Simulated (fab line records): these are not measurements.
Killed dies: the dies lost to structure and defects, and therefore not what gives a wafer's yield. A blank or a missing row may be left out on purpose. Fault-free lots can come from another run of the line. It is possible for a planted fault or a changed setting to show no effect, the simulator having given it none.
Which tool is to blame? :: flow sky130 :: Sampling: 24 lots, 72 wafers, 5 of 708 route steps

## WHAT THE GAUGES SHOWED, per wafer
SKY_POLY_GATE_CD_MEAS_22. Usual: 149.1 nm for cd nm, sd 2.5.
lot: L074
measured: day 16 06:20
on: cd sem-01
cd nm (nm): 145.4 148.6 147.3
flag: 

lot: L075
measured: day 16 11:21
on: cd sem-02
cd nm (nm): 153.5 152.0 148.3
flag: 

lot: L076
measured: day 17 04:38
on: cd sem-01
cd nm (nm): 147.4 148.0 147.5
flag: 

lot: L077
measured: day 17 08:56
on: cd sem-01
cd nm (nm): 146.8 144.5 149.8
flag: 

lot: L078
measured: day 18 00:59
on: cd sem-01
cd nm (nm): 151.7 149.5 149.8
flag: 

lot: L079
measured: day 18 06:26
on: cd sem-01
cd nm (nm): 147.6 145.2 144.5
flag: 

lot: L080
measured: day 18 15:58
on: cd sem-01
cd nm (nm): 152.7 150.3 151.5
flag: 

lot: L081
measured: day 19 00:56
on: cd sem-01
cd nm (nm): 149.8 149.8 145.5
flag: 

lot: L082
measured: day 19 06:55
on: cd sem-01
cd nm (nm): 148.6 146.5 147.6
flag: 

lot: L083
measured: day 19 21:17
on: cd sem-01
cd nm (nm): 149.8 151.2 151.2
flag: 

lot: L084
measured: day 19 22:32
on: cd sem-02
cd nm (nm): 147.1 146.6 149.3
flag: 

lot: L085
measured: day 20 09:50
on: cd sem-02
cd nm (nm): 148.0 148.0 147.2
flag: 

lot: L086
measured: day 20 22:44
on: cd sem-01
cd nm (nm): 146.0 146.6 147.9
flag: 

lot: L087
measured: day 21 05:16
on: cd sem-01
cd nm (nm): 147.4 149.8 149.6
flag: 

lot: L088
measured: day 21 12:19
on: cd sem-01
cd nm (nm): 154.3 149.6 151.8
flag: 

lot: L089
measured: day 21 22:28
on: cd sem-01
cd nm (nm): 153.8 152.8 152.3
flag: 

lot: L090
measured: day 22 10:04
on: cd sem-01
cd nm (nm): 147.0 150.7 147.3
flag: 

lot: L091
measured: day 22 23:43
on: cd sem-01
cd nm (nm): 149.8 151.6 149.7
flag: 

lot: L092
measured: day 23 15:52
on: cd sem-01
cd nm (nm): 148.0 149.9 149.1
flag: 

lot: L093
measured: day 23 16:27
on: cd sem-01
cd nm (nm): 152.7 148.8 148.9
flag: 

lot: L095
measured: day 23 20:50
on: cd sem-02
cd nm (nm): 150.5 147.3 148.1
flag: 

lot: L094
measured: day 24 03:10
on: cd sem-01
cd nm (nm): 152.4 149.8 153.7
flag: 

lot: L096
measured: day 24 09:29
on: cd sem-02
cd nm (nm): 145.4 146.5 146.6
flag: 

lot: L097
measured: day 24 21:17
on: cd sem-01
cd nm (nm): 149.7 148.9 148.6
flag: 

SKY_LDD_P_TW_MEAS_11. Usual: LDD_P_TW gives 638 (standard deviation 6.7).
lot: L074
measured: day 18 17:52
on: film metro-04
LDD_P_TW: 637 639 638
flag: 

lot: L075
measured: day 18 23:32
on: film metro-01
LDD_P_TW: 643 640 640
flag: 

lot: L076
measured: day 19 18:43
on: film metro-03
LDD_P_TW: 621 629 629
flag: 

lot: L077
measured: day 19 23:26
on: film metro-03
LDD_P_TW: 627 625 626
flag: 

lot: L078
measured: day 20 17:11
on: film metro-03
LDD_P_TW: 627 627 630
flag: 

lot: L079
measured: day 20 20:38
on: film metro-01
LDD_P_TW: 640 637 643
flag: 

lot: L080
measured: day 21 08:08
on: film metro-04
LDD_P_TW: 643 642 645
flag: 

lot: L081
measured: day 21 16:23
on: film metro-04
LDD_P_TW: 644 641 646
flag: 

lot: L082
measured: day 21 22:28
on: film metro-03
LDD_P_TW: 627 625 627
flag: 

lot: L083
measured: day 22 12:32
on: film metro-03
LDD_P_TW: 630 633 628
flag: 

lot: L084
measured: day 22 13:47
on: film metro-04
LDD_P_TW: 640 643 645
flag: 

lot: L085
measured: day 23 00:59
on: film metro-03
LDD_P_TW: 633 628 631
flag: 

lot: L086
measured: day 23 12:59
on: film metro-01
LDD_P_TW: 640 643 641
flag: 

lot: L087
measured: day 23 18:59
on: film metro-01
LDD_P_TW: 646 641 642
flag: 

lot: L088
measured: day 24 01:57
on: film metro-01
LDD_P_TW: 645 645 643
flag: 

lot: L089
measured: day 24 13:26
on: film metro-03
LDD_P_TW: 630 629 630
flag: 

lot: L090
measured: day 24 23:26
on: film metro-04
LDD_P_TW: 644 640 641
flag: 

lot: L091
measured: day 25 12:35
on: film metro-04
LDD_P_TW: 639 644 642
flag: 

lot: L092
measured: day 26 05:22
on: film metro-04
LDD_P_TW: 646 645 643
flag: 

lot: L093
measured: day 26 03:56
on: film metro-01
LDD_P_TW: 640 640 637
flag: 

lot: L095
measured: day 26 09:16
on: film metro-01
LDD_P_TW: 641 641 638
flag: 

lot: L094
measured: day 26 16:01
on: film metro-03
LDD_P_TW: 637 634 632
flag: 

lot: L096
measured: day 26 21:11
on: film metro-04
LDD_P_TW: 642 645 643
flag: 

lot: L097
measured: day 27 09:26
on: film metro-01
LDD_P_TW: 639 635 640
flag: 

## TOOL THAT RAN EACH LOT (tool first, then ch and the chambers of the sampled wafers, then the start)
lot: L074
SKY_NWELL_RTA_28: rtp anneal-01 ch 0, day 5 06:06
SKY_SONOS_ONO_STRIP_17: plasma asher-03 ch 0,1, day 12 12:04
SKY_POLY_GATE_ETCH_17: rie si-01 ch 1,2,3, day 16 04:49

lot: L075
SKY_NWELL_RTA_28: rtp anneal-01 ch 0, day 5 11:08
SKY_SONOS_ONO_STRIP_17: plasma asher-01 ch 0,1, day 12 16:41
SKY_POLY_GATE_ETCH_17: rie si-01 ch 0,1,2, day 16 09:50

lot: L076
SKY_NWELL_RTA_28: rtp anneal-01 ch 0, day 5 22:14
SKY_SONOS_ONO_STRIP_17: plasma asher-02 ch 0,1, day 13 08:42
SKY_POLY_GATE_ETCH_17: rie si-01 ch 1,2, day 17 01:16

lot: L077
SKY_NWELL_RTA_28: rtp anneal-02 ch 0, day 6 01:39
SKY_SONOS_ONO_STRIP_17: plasma asher-03 ch 0,1, day 13 11:40
SKY_POLY_GATE_ETCH_17: rie si-01 ch 0,3, day 17 06:26

lot: L078
SKY_NWELL_RTA_28: rtp anneal-02 ch 0, day 6 08:32
SKY_SONOS_ONO_STRIP_17: plasma asher-03 ch 0,1, day 14 02:31
SKY_POLY_GATE_ETCH_17: rie si-01 ch 0,1,2, day 17 23:28

lot: L079
SKY_NWELL_RTA_28: rtp anneal-01 ch 0, day 6 13:08
SKY_SONOS_ONO_STRIP_17: plasma asher-03 ch 0,1, day 14 06:25
SKY_POLY_GATE_ETCH_17: rie si-01 ch 1,3, day 18 04:50

lot: L080
SKY_NWELL_RTA_28: rtp anneal-02 ch 0, day 6 18:56
SKY_SONOS_ONO_STRIP_17: plasma asher-02 ch 0,1, day 14 13:56
SKY_POLY_GATE_ETCH_17: rie si-02 ch 1,2,3, day 18 14:22

lot: L081
SKY_NWELL_RTA_28: rtp anneal-02 ch 0, day 7 01:20
SKY_SONOS_ONO_STRIP_17: plasma asher-01 ch 0,1, day 15 02:58
SKY_POLY_GATE_ETCH_17: rie si-01 ch 0,2,3, day 18 22:58

lot: L082
SKY_NWELL_RTA_28: rtp anneal-01 ch 0, day 7 05:56
SKY_SONOS_ONO_STRIP_17: plasma asher-03 ch 0,1, day 15 05:00
SKY_POLY_GATE_ETCH_17: rie si-01 ch 0,1,2, day 19 05:23

lot: L083
SKY_NWELL_RTA_28: rtp anneal-01 ch 0, day 7 14:15
SKY_SONOS_ONO_STRIP_17: plasma asher-01 ch 0,1, day 15 19:07
SKY_POLY_GATE_ETCH_17: rie si-01 ch 1,2, day 19 19:46

lot: L084
SKY_NWELL_RTA_28: rtp anneal-02 ch 0, day 7 16:00
SKY_SONOS_ONO_STRIP_17: plasma asher-03 ch 0,1, day 15 19:46
SKY_POLY_GATE_ETCH_17: rie si-02 ch 0,1,3, day 19 20:34

lot: L085
SKY_NWELL_RTA_28: rtp anneal-02 ch 0, day 8 00:44
SKY_SONOS_ONO_STRIP_17: plasma asher-02 ch 0,1, day 16 04:44
SKY_POLY_GATE_ETCH_17: rie si-01 ch 1,2,3, day 20 07:04

lot: L086
SKY_NWELL_RTA_28: rtp anneal-01 ch 0, day 8 05:38
SKY_SONOS_ONO_STRIP_17: plasma asher-01 ch 0,1, day 16 18:49
SKY_POLY_GATE_ETCH_17: rie si-01 ch 1,2, day 20 21:13

lot: L087
SKY_NWELL_RTA_28: rtp anneal-01 ch 0, day 8 13:07
SKY_SONOS_ONO_STRIP_17: plasma asher-02 ch 0,1, day 17 00:07
SKY_POLY_GATE_ETCH_17: rie si-02 ch 0,2,3, day 21 03:44

lot: L088
SKY_NWELL_RTA_28: rtp anneal-01 ch 0, day 8 18:12
SKY_SONOS_ONO_STRIP_17: plasma asher-01 ch 0,1, day 17 07:31
SKY_POLY_GATE_ETCH_17: rie si-01 ch 0,1, day 21 10:46

lot: L089
SKY_NWELL_RTA_28: rtp anneal-02 ch 0, day 9 01:06
SKY_SONOS_ONO_STRIP_17: plasma asher-02 ch 0,1, day 17 16:40
SKY_POLY_GATE_ETCH_17: rie si-02 ch 0,1,3, day 21 20:56

lot: L090
SKY_NWELL_RTA_28: rtp anneal-01 ch 0, day 9 09:30
SKY_SONOS_ONO_STRIP_17: plasma asher-02 ch 0,1, day 18 04:46
SKY_POLY_GATE_ETCH_17: rie si-01 ch 0,1, day 22 07:23

lot: L091
SKY_NWELL_RTA_28: rtp anneal-02 ch 0, day 9 20:40
SKY_SONOS_ONO_STRIP_17: plasma asher-02 ch 0,1, day 18 19:00
SKY_POLY_GATE_ETCH_17: rie si-02 ch 0,3, day 22 22:08

lot: L092
SKY_NWELL_RTA_28: rtp anneal-01 ch 0, day 10 09:51
SKY_SONOS_ONO_STRIP_17: plasma asher-03 ch 0,1, day 19 10:33
SKY_POLY_GATE_ETCH_17: rie si-01 ch 1,2,3, day 23 14:16

lot: L093
SKY_NWELL_RTA_28: rtp anneal-02 ch 0, day 10 10:11
SKY_SONOS_ONO_STRIP_17: plasma asher-03 ch 0,1, day 19 11:45
SKY_POLY_GATE_ETCH_17: rie si-02 ch 0,1,2, day 23 14:37

lot: L095
SKY_NWELL_RTA_28: rtp anneal-01 ch 0, day 10 15:29
SKY_SONOS_ONO_STRIP_17: plasma asher-01 ch 0,1, day 19 17:31
SKY_POLY_GATE_ETCH_17: rie si-01 ch 0,2,3, day 23 19:16

lot: L094
SKY_NWELL_RTA_28: rtp anneal-02 ch 0, day 10 15:53
SKY_SONOS_ONO_STRIP_17: plasma asher-03 ch 0,1, day 19 22:28
SKY_POLY_GATE_ETCH_17: rie si-02 ch 0,1,3, day 24 01:01

lot: L096
SKY_NWELL_RTA_28: rtp anneal-01 ch 0, day 10 23:11
SKY_SONOS_ONO_STRIP_17: plasma asher-01 ch 0, day 20 06:49
SKY_POLY_GATE_ETCH_17: rie si-01 ch 0,1,2, day 24 07:55

lot: L097
SKY_NWELL_RTA_28: rtp anneal-01 ch 0, day 11 08:56
SKY_SONOS_ONO_STRIP_17: plasma asher-01 ch 1, day 20 17:46
SKY_POLY_GATE_ETCH_17: rie si-02 ch 0,1,2, day 24 19:46
- SKY_NWELL_RTA_28: time 30 s.
- SKY_SONOS_ONO_STRIP_17: strips in O2/N2.
- SKY_POLY_GATE_ETCH_17: etches poly-Si in HBr/Cl2, stops on SiO2, target depth 180 nm, time 70.5 s.

## AS READ BY THE TOOLS THEMSELVES (means over the sampled wafers that have a number; for cases with no such wafer, the mark the record gives instead)
SKY_NWELL_RTA_28. Usual: lamp power pct 25.31 %, standard deviation 0.047; ramp up c per s 150.00, standard deviation 0.027; wafer_temp_C_max 1054.9, standard deviation 0.98.
lot: L074
tool: rtp anneal-01
lamp power pct (%): 25.34
ramp up c per s: 150.02
wafer_temp_C_max: 1054.7
flag: 

lot: L075
tool: rtp anneal-01
lamp power pct (%): 25.33
ramp up c per s: 150.00
wafer_temp_C_max: 1055.0
flag: 

lot: L076
tool: rtp anneal-01
lamp power pct (%): 25.31
ramp up c per s: 149.99
wafer_temp_C_max: 1055.5
flag: 

lot: L077
tool: rtp anneal-02
lamp power pct (%): 25.22
ramp up c per s: 149.99
wafer_temp_C_max: 1055.6
flag: 

lot: L078
tool: rtp anneal-02
lamp power pct (%): 25.29
ramp up c per s: 150.00
wafer_temp_C_max: 1054.6
flag: 

lot: L079
tool: rtp anneal-01
lamp power pct (%): 25.32
ramp up c per s: 150.00
wafer_temp_C_max: 1055.5
flag: 

lot: L080
tool: rtp anneal-02
lamp power pct (%): 25.32
ramp up c per s: 150.01
wafer_temp_C_max: 1055.8
flag: 

lot: L081
tool: rtp anneal-02
lamp power pct (%): 25.35
ramp up c per s: 150.00
wafer_temp_C_max: 1054.5
flag: 

lot: L082
tool: rtp anneal-01
lamp power pct (%): 25.27
ramp up c per s: 150.00
wafer_temp_C_max: 1055.4
flag: 

lot: L083
tool: rtp anneal-01
lamp power pct (%): 25.27
ramp up c per s: 149.99
wafer_temp_C_max: 1054.1
flag: 

lot: L084
tool: rtp anneal-02
lamp power pct (%): 25.30
ramp up c per s: 149.99
wafer_temp_C_max: 1055.3
flag: 

lot: L085
tool: rtp anneal-02
lamp power pct (%): 25.36
ramp up c per s: 150.00
wafer_temp_C_max: 1054.7
flag: 

lot: L086
tool: rtp anneal-01
lamp power pct (%): 25.30
ramp up c per s: 150.00
wafer_temp_C_max: 1054.9
flag: 

lot: L087
tool: rtp anneal-01
lamp power pct (%): 25.33
ramp up c per s: 149.99
wafer_temp_C_max: 1055.6
flag: 

lot: L088
tool: rtp anneal-01
lamp power pct (%): 25.29
ramp up c per s: 150.00
wafer_temp_C_max: 1054.2
flag: 

lot: L089
tool: rtp anneal-02
lamp power pct (%): 25.31
ramp up c per s: 150.00
wafer_temp_C_max: 1054.9
flag: 

lot: L090
tool: rtp anneal-01
lamp power pct (%): 25.26
ramp up c per s: 150.00
wafer_temp_C_max: 1054.7
flag: 

lot: L091
tool: rtp anneal-02
lamp power pct (%): 25.33
ramp up c per s: 150.00
wafer_temp_C_max: 1054.9
flag: 

lot: L092
tool: rtp anneal-01
lamp power pct (%): 25.31
ramp up c per s: 150.00
wafer_temp_C_max: 1054.8
flag: 

lot: L093
tool: rtp anneal-02
lamp power pct (%): 25.35
ramp up c per s: 149.97
wafer_temp_C_max: 1055.7
flag: 

lot: L095
tool: rtp anneal-01
lamp power pct (%): 25.32
ramp up c per s: 149.99
wafer_temp_C_max: 1054.8
flag: 

lot: L094
tool: rtp anneal-02
lamp power pct (%): 25.28
ramp up c per s: 149.99
wafer_temp_C_max: 1054.2
flag: 

lot: L096
tool: rtp anneal-01
lamp power pct (%): 25.30
ramp up c per s: 149.99
wafer_temp_C_max: 1055.1
flag: 

lot: L097
tool: rtp anneal-01
lamp power pct (%): 25.30
ramp up c per s: 150.02
wafer_temp_C_max: 1055.5
flag: 

SKY_SONOS_ONO_STRIP_17. Usual: drypump motor current A 5.9 A, standard deviation 0.52; oes product au 0.710 a.u., standard deviation 0.0042; strip time to endpoint s 14.08 s, standard deviation 0.042.
lot: L074
tool: plasma asher-03
drypump motor current A (A): 6.1
oes product au (a.u.): 0.711
strip time to endpoint s (s): 14.08
flag: 

lot: L075
tool: plasma asher-01
drypump motor current A (A): 6.3
oes product au (a.u.): 0.710
strip time to endpoint s (s): 14.05
flag: 

lot: L076
tool: plasma asher-02
drypump motor current A (A): 5.1
oes product au (a.u.): 0.705
strip time to endpoint s (s): 14.07
flag: 

lot: L077
tool: plasma asher-03
drypump motor current A (A): 6.0
oes product au (a.u.): 0.708
strip time to endpoint s (s): 14.09
flag: 

lot: L078
tool: plasma asher-03
drypump motor current A (A): 6.1
oes product au (a.u.): 0.713
strip time to endpoint s (s): 14.08
flag: 

lot: L079
tool: plasma asher-03
drypump motor current A (A): 6.1
oes product au (a.u.): 0.710
strip time to endpoint s (s): 14.09
flag: 

lot: L080
tool: plasma asher-02
drypump motor current A (A): 5.1
oes product au (a.u.): 0.706
strip time to endpoint s (s): 14.05
flag: 

lot: L081
tool: plasma asher-01
drypump motor current A (A): 6.3
oes product au (a.u.): 0.706
strip time to endpoint s (s): 14.10
flag: 

lot: L082
tool: plasma asher-03
drypump motor current A (A): 6.1
oes product au (a.u.): 0.710
strip time to endpoint s (s): 14.07
flag: 

lot: L083
tool: plasma asher-01
drypump motor current A (A): 6.4
oes product au (a.u.): 0.713
strip time to endpoint s (s): 14.08
flag: 

lot: L084
tool: plasma asher-03
drypump motor current A (A): 6.0
oes product au (a.u.): 0.708
strip time to endpoint s (s): 14.11
flag: 

lot: L085
tool: plasma asher-02
drypump motor current A (A): 5.1
oes product au (a.u.): 0.715
strip time to endpoint s (s): 14.06
flag: 

lot: L086
tool: plasma asher-01
drypump motor current A (A): 6.4
oes product au (a.u.): 0.711
strip time to endpoint s (s): 14.15
flag: 

lot: L087
tool: plasma asher-02
drypump motor current A (A): 5.3
oes product au (a.u.): 0.711
strip time to endpoint s (s): 14.08
flag: 

lot: L088
tool: plasma asher-01
drypump motor current A (A): 6.3
oes product au (a.u.): 0.713
strip time to endpoint s (s): 14.13
flag: 

lot: L089
tool: plasma asher-02
drypump motor current A (A): 5.1
oes product au (a.u.): 0.709
strip time to endpoint s (s): 14.11
flag: 

lot: L090
tool: plasma asher-02
drypump motor current A (A): 5.3
oes product au (a.u.): 0.713
strip time to endpoint s (s): 14.13
flag: 

lot: L091
tool: plasma asher-02
drypump motor current A (A): 5.3
oes product au (a.u.): 0.707
strip time to endpoint s (s): 14.05
flag: 

lot: L092
tool: plasma asher-03
drypump motor current A (A): 6.1
oes product au (a.u.): 0.709
strip time to endpoint s (s): 14.06
flag: 

lot: L093
tool: plasma asher-03
drypump motor current A (A): 6.0
oes product au (a.u.): 0.710
strip time to endpoint s (s): 14.05
flag: 

lot: L095
tool: plasma asher-01
drypump motor current A (A): 6.4
oes product au (a.u.): 0.711
strip time to endpoint s (s): 14.05
flag: 

lot: L094
tool: plasma asher-03
drypump motor current A (A): 6.1
oes product au (a.u.): 0.710
strip time to endpoint s (s): 14.05
flag: 

lot: L096
tool: plasma asher-01
drypump motor current A (A): 6.4
oes product au (a.u.): 0.709
strip time to endpoint s (s): 14.11
flag: 

lot: L097
tool: plasma asher-01
drypump motor current A (A): 6.3
oes product au (a.u.): 0.712
strip time to endpoint s (s): 14.01
flag: 

SKY_POLY_GATE_ETCH_17. Usual: drypump motor current A 5.6 A, standard deviation 0.48; oes product au 0.985 a.u., standard deviation 0.0069; throttle valve pct 33.684 %, standard deviation 0.0089.
lot: L074
tool: rie si-01
drypump motor current A (A): 5.7
oes product au (a.u.): 0.979
throttle valve pct (%): 33.695
flag: 

lot: L075
tool: rie si-01
drypump motor current A (A): 5.4
oes product au (a.u.): 0.982
throttle valve pct (%): 33.679
flag: 

lot: L076
tool: rie si-01
drypump motor current A (A): 5.9
oes product au (a.u.): 0.995
throttle valve pct (%): 33.679
flag: 

lot: L077
tool: rie si-01
drypump motor current A (A): 5.3
oes product au (a.u.): 0.987
throttle valve pct (%): 33.681
flag: 

lot: L078
tool: rie si-01
drypump motor current A (A): 5.4
oes product au (a.u.): 0.990
throttle valve pct (%): 33.686
flag: 

lot: L079
tool: rie si-01
drypump motor current A (A): 5.8
oes product au (a.u.): 0.985
throttle valve pct (%): 33.691
flag: 

lot: L080
tool: rie si-02
drypump motor current A (A): 5.9
oes product au (a.u.): 0.984
throttle valve pct (%): 33.672
flag: 

lot: L081
tool: rie si-01
drypump motor current A (A): 5.2
oes product au (a.u.): 0.974
throttle valve pct (%): 33.688
flag: 

lot: L082
tool: rie si-01
drypump motor current A (A): 5.4
oes product au (a.u.): 0.992
throttle valve pct (%): 33.684
flag: 

lot: L083
tool: rie si-01
drypump motor current A (A): 5.6
oes product au (a.u.): 0.988
throttle valve pct (%): 33.691
flag: 

lot: L084
tool: rie si-02
drypump motor current A (A): 5.8
oes product au (a.u.): 0.973
throttle valve pct (%): 33.689
flag: 

lot: L085
tool: rie si-01
drypump motor current A (A): 5.7
oes product au (a.u.): 0.987
throttle valve pct (%): 33.692
flag: 

lot: L086
tool: rie si-01
drypump motor current A (A): 5.6
oes product au (a.u.): 0.986
throttle valve pct (%): 33.687
flag: 

lot: L087
tool: rie si-02
drypump motor current A (A): 5.8
oes product au (a.u.): 0.984
throttle valve pct (%): 33.679
flag: 

lot: L088
tool: rie si-01
drypump motor current A (A): 5.7
oes product au (a.u.): 0.980
throttle valve pct (%): 33.691
flag: 

lot: L089
tool: rie si-02
drypump motor current A (A): 5.8
oes product au (a.u.): 0.986
throttle valve pct (%): 33.695
flag: 

lot: L090
tool: rie si-01
drypump motor current A (A): 5.7
oes product au (a.u.): 0.985
throttle valve pct (%): 33.679
flag: 

lot: L091
tool: rie si-02
drypump motor current A (A): 5.7
oes product au (a.u.): 0.986
throttle valve pct (%): 33.678
flag: 

lot: L092
tool: rie si-01
drypump motor current A (A): 5.7
oes product au (a.u.): 0.988
throttle valve pct (%): 33.695
flag: 

lot: L093
tool: rie si-02
drypump motor current A (A): 5.8
oes product au (a.u.): 0.987
throttle valve pct (%): 33.684
flag: 

lot: L095
tool: rie si-01
drypump motor current A (A): 5.2
oes product au (a.u.): 0.986
throttle valve pct (%): 33.684
flag: 

lot: L094
tool: rie si-02
drypump motor current A (A): 5.8
oes product au (a.u.): 0.973
throttle valve pct (%): 33.685
flag: 

lot: L096
tool: rie si-01
drypump motor current A (A): 5.4
oes product au (a.u.): 0.984
throttle valve pct (%): 33.694
flag: 

lot: L097
tool: rie si-02
drypump motor current A (A): 5.8
oes product au (a.u.): 0.982
throttle valve pct (%): 33.690
flag: 

## THE ANSWER, worked out from the rows above alone
Rule: a lot is off if the mean of its wafers that have a number lies more than 3 standard deviations from the usual mean. Also off: a lot with no number at a reading for which 4 or more lots have one. All remaining lots with rows at the step are treated as sound. After the gauges, taken in route order, come the tools' own readings; for these a lot's mean is taken, as printed above. The first step at which some lot is off is used, and at that step the reading that is off furthest; a lot without a number counts as furthest.
Nothing can be told from this: no lot is off at any reading shown.

## WHAT THE SIMULATOR HAD PUT IN
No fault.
